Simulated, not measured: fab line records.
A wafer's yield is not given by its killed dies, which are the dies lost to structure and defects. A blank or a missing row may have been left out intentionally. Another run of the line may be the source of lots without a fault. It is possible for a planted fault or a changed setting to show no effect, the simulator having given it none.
A single fault, viewed from 2 desks / flow sky130 / every desk sees just its own numbers, and what lay behind them comes last

== AT THE METROLOGY DESK ==
What the gauges read for every lot (on any tool): the sampled wafers with a number, averaged. The brackets show how far a lot's mean lies from the usual mean; more than 4 standard deviations puts the lot out of limits, marked OUT.
Columns: A = VIA3_HDPCVD_THK at SKY_VIA3_THK_MEAS_01, usual 1634 nm; B = CAP2M_CVD_00_THK at SKY_CAP2M_THK_MEAS_01, usual 15.50 nm
lot=L811; first seen here=day 39 05:28; A=1622; B=15.57
lot=L812; first seen here=day 39 15:03; A=1643; B=15.16
lot=L813; first seen here=day 40 05:56; A=1641; B=15.62
lot=L816; first seen here=day 41 07:46; A=1633; B=15.51
lot=L817; first seen here=day 41 14:56; A=1650; B=15.32
lot=L819; first seen here=day 42 01:06; A=1613; B=15.42
lot=L824; first seen here=day 43 09:40; A=1650; B=17.09 (+7.9) OUT
lot=L826; first seen here=day 43 15:35; A=1609; B=15.52
lot=L827; first seen here=day 44 06:04; A=1644; B=17.29 (+8.9) OUT
lot=L832; first seen here=day 45 08:46; A=1642; B=15.52
lot=L833; first seen here=day 45 13:05; A=1631; B=15.65
This desk's result: L824, L827 out of limits, first on L824 (CAP2M_CVD_00_THK at SKY_CAP2M_THK_MEAS_01), day 44 10:52. In limits: L811, L812, L813, L816, L817, L819, L826, L832, L833.

== FOR THE TOOL OWNER'S DESK: pecvd-04 ==
The tool's own readings at SKY_CAP2M_CVD_00 (deposits SiO2, target thk 15.5 nm): means of the sampled wafers that have a number, for each lot that ran on this tool. The brackets show how far a lot's mean lies from the usual mean; more than 4 standard deviations puts the lot out of limits, marked OUT.
Columns: A = heater-power-w at SKY_CAP2M_CVD_00, usual 842 W
lot=L811; first seen here=day 40 08:11; A=823
lot=L812; first seen here=day 40 17:37; A=888
lot=L824; first seen here=day 44 10:50; A=925
lot=L827; first seen here=day 45 06:07; A=779
This desk's finding: nothing out of limits on any of the 4 lots.

== BROUGHT TOGETHER ==
On L824, L827, the metrology desk was in a position to raise an alarm at day 44 10:52.
The tool owner's desk saw nothing out of limits.
On record at the tool owner's desk: L824, L827, within its limits.
Every lot named ran SKY_CAP2M_CVD_00 on pecvd-04.

== WHAT WAS PUT IN BY THE SIMULATOR ==
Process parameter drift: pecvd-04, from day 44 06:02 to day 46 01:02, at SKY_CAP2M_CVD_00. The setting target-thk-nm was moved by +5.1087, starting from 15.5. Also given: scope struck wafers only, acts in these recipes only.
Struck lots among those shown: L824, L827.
Hours from the fault's start to each desk's first reading out of limits: the metrology desk, 5.
